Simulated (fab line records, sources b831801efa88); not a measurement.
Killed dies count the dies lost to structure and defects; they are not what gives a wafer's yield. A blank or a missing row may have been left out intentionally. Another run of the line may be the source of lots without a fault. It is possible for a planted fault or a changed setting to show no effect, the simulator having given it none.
Which tool is to blame? | flow sfqLine | 15 lots, 45 wafers sampled, at 4 steps of a route of 325

## WHAT THE GAUGES READ, wafer by wafer
SFQ_M7_RS_MEAS_943: the measuring method here is four-point-probe.
lot  | measured     | on           | M7_NB_RS (ohm/sq)
L447 | day 65 13:48 | filmMetro-01 | 0.889 0.896 0.916
L449 | day 65 23:25 | filmMetro-04 | 0.913 0.909 0.917
L451 | day 66 01:49 | filmMetro-01 | 0.878 0.882 0.877
L452 | day 66 04:11 | filmMetro-04 | 0.899 0.897 0.888
L455 | day 67 12:34 | filmMetro-03 | - - -
L456 | day 67 13:44 | filmMetro-04 | - - -
L457 | day 67 14:56 | filmMetro-03 | - - -
L459 | day 72 08:55 | filmMetro-03 | 0.885 0.892 0.890
L463 | day 72 20:41 | filmMetro-03 | 0.886 0.886 0.882
L464 | day 74 00:50 | filmMetro-01 | 0.902 0.904 0.909
L465 | day 74 05:50 | filmMetro-01 | 0.887 0.886 0.892
L467 | day 74 13:16 | filmMetro-03 | 0.896 0.893 0.878
L468 | day 74 21:31 | filmMetro-04 | 0.889 0.877 0.874
L469 | day 75 00:20 | filmMetro-01 | 0.878 0.894 0.879
L470 | day 75 01:32 | filmMetro-04 | 0.896 0.888 0.901

SFQ_M7_OVL_MEAS_945.
lot  | measured     | on         | M7_OVL (nm)
L447 | day 65 16:19 | overlay-01 | 8 -10 5
L449 | day 69 23:24 | overlay-01 | 9 0 -2
L451 | day 70 01:48 | overlay-01 | 5 5 -1
L452 | day 70 04:11 | overlay-01 | 3 -3 8
L455 | day 71 06:35 | overlay-01 | 12 8 11
L456 | day 71 07:47 | overlay-01 | 0 -1 -1
L457 | day 71 08:59 | overlay-02 | -6 -6 -9
L459 | day 72 11:45 | overlay-02 | -9 0 0
L463 | day 76 14:59 | overlay-01 | 11 -4 4
L464 | day 77 15:06 | overlay-02 | 7 -7 0
L465 | day 77 16:18 | overlay-01 | -5 -3 3
L467 | day 78 00:43 | overlay-01 | 4 13 10
L468 | day 78 07:55 | overlay-02 | 0 9 0
L469 | day 78 12:43 | overlay-02 | -2 0 1
L470 | day 78 13:55 | overlay-02 | 1 8 -3

## TOOL THAT RAN EACH LOT (tool first, then ch and the chambers of the sampled wafers, then the start)
lot  | SFQ_TRILAYER_I5_BARC_OPEN_VIA_ETCH_200 | SFQ_TRILAYER_M7_DEP_SPUTTER_175
L447 | rieDiel-01 ch 0,1,3, day 55 11:10      | pvdSputter-05, day 65 13:38
L449 | rieDiel-01 ch 0,1,3, day 55 21:58      | pvdSputter-05, day 65 23:17
L451 | rieDiel-02 ch 0,1,3, day 56 00:22      | pvdSputter-03, day 66 01:41
L452 | rieDiel-01 ch 1,2,3, day 56 05:10      | pvdSputter-06, day 66 04:05
L455 | rieDiel-01 ch 0,1,3, day 58 06:28      | pvdSputter-06, day 67 12:27
L456 | rieDiel-04 ch 0,2, day 58 07:40        | pvdSputter-05, day 67 13:39
L457 | rieDiel-02 ch 0,1, day 58 08:52        | pvdSputter-03, day 67 14:51
L459 | rieDiel-04 ch 1,3, day 59 16:46        | pvdSputter-05, day 72 08:47
L463 | rieDiel-01 ch 2,3, day 63 00:22        | pvdSputter-03, day 72 20:32
L464 | rieDiel-02 ch 0,1,2, day 68 02:58      | pvdSputter-05, day 74 00:45
L465 | rieDiel-04 ch 1,2,3, day 68 05:18      | pvdSputter-03, day 74 05:44
L467 | rieDiel-04 ch 0,1, day 72 03:01        | pvdSputter-06, day 74 13:09
L468 | rieDiel-02 ch 0,1, day 73 20:10        | pvdSputter-03, day 74 21:22
L469 | rieDiel-04 ch 1,3, day 73 22:34        | pvdSputter-06, day 75 00:12
L470 | rieDiel-01 ch 0,2, day 74 00:58        | pvdSputter-05, day 75 01:25
- SFQ_TRILAYER_I5_BARC_OPEN_VIA_ETCH_200: etches BARC in O2, target depth 125 nm, time 41.7 s.
- SFQ_TRILAYER_M7_DEP_SPUTTER_175: material Nb, target thk 200 nm, time 133.3 s.

## WHAT THE TOOLS THEMSELVES READ (means of the sampled wafers that have a number; where no wafer has one, the mark that the record gives instead)
SFQ_TRILAYER_I5_BARC_OPEN_VIA_ETCH_200.
lot  | tool       | drypumpMotorCurrentA (A) | oesProductAu (a.u.)
L447 | rieDiel-01 | 5.2                      | 0.685
L449 | rieDiel-01 | 5.2                      | 0.685
L451 | rieDiel-02 | 5.9                      | 0.685
L452 | rieDiel-01 | 5.4                      | 0.687
L455 | rieDiel-01 | 5.2                      | 0.684
L456 | rieDiel-04 | 5.7                      | 0.685
L457 | rieDiel-02 | 6.1                      | 0.684
L459 | rieDiel-04 | 6.0                      | 0.687
L463 | rieDiel-01 | 5.3                      | 0.685
L464 | rieDiel-02 | 5.9                      | 0.689
L465 | rieDiel-04 | 5.7                      | 0.690
L467 | rieDiel-04 | 5.9                      | 0.685
L468 | rieDiel-02 | 6.2                      | 0.687
L469 | rieDiel-04 | 6.0                      | 0.687
L470 | rieDiel-01 | 5.3                      | 0.687

SFQ_TRILAYER_M7_DEP_SPUTTER_175.
lot  | tool          | basePressurePa (Pa) | cathodeDcPowerW (W) | chamberPressurePa (Pa) | throttleValvePct (%)
L447 | pvdSputter-05 | 1.39e-06            | 2000.4              | 0.13342                | 30.3
L449 | pvdSputter-05 | 1.34e-06            | 2000.0              | 0.13316                | 30.1
L451 | pvdSputter-03 | 1.34e-06            | 2000.1              | 0.13319                | 30.2
L452 | pvdSputter-06 | 1.34e-06            | 1999.5              | 0.13311                | 29.9
L455 | pvdSputter-06 | -                   | -                   | -                      | -
L456 | pvdSputter-05 | -                   | -                   | -                      | -
L457 | pvdSputter-03 | -                   | -                   | -                      | -
L459 | pvdSputter-05 | 1.25e-06            | 2000.4              | 0.13335                | 30.1
L463 | pvdSputter-03 | 1.37e-06            | 2000.2              | 0.13320                | 30.5
L464 | pvdSputter-05 | 1.31e-06            | 2000.2              | 0.13335                | 30.1
L465 | pvdSputter-03 | 1.39e-06            | 2000.3              | 0.13324                | 30.3
L467 | pvdSputter-06 | 1.34e-06            | 2000.2              | 0.13320                | 29.7
L468 | pvdSputter-03 | 1.32e-06            | 2000.2              | 0.13325                | 30.2
L469 | pvdSputter-06 | 1.30e-06            | 2000.0              | 0.13300                | 29.8
L470 | pvdSputter-05 | 1.41e-06            | 1999.9              | 0.13332                | 30.4

## THE ANSWER, worked out from the rows above alone
Rule: what is usual is taken from the lots themselves. Put in order of their means at a reading, lots are off if they are a third of the lots or fewer, leave a main group of 4 or more, and stand apart from it by a gap of 3 or more times the standard deviation of the main group's means; of several such gaps the widest counts. If all means in a main group match to the digits the tables above print for the reading, that group is not used. A lot without any number at a reading at which 4 lots or more have one is off too. The other lots that the step has rows for count as sound. After the gauges, taken in route order, come the tools' own readings; for these a lot's mean is taken, as printed above. The first step at which some lot is off is used, and at that step the reading that is off furthest; a lot without a number counts as furthest.
Off: at SFQ_M7_RS_MEAS_943 (M7_NB_RS), L455, L456, L457. Without a number there: L455, L456, L457. The main group: mean 0.892 ohm/sq, standard deviation 0.0098.
If a tool, at a process step before that reading, ran all the lots that are off and no sound lot after the first of them, it fits. The gauges at SFQ_M7_RS_MEAS_943 aren't tried: what is off there is off at SFQ_TRILAYER_M7_DEP_SPUTTER_175 too, on other tools, and a gauge's error can't cause that. Of those tried, none fits.

## WHAT THE SIMULATOR HAD PUT IN
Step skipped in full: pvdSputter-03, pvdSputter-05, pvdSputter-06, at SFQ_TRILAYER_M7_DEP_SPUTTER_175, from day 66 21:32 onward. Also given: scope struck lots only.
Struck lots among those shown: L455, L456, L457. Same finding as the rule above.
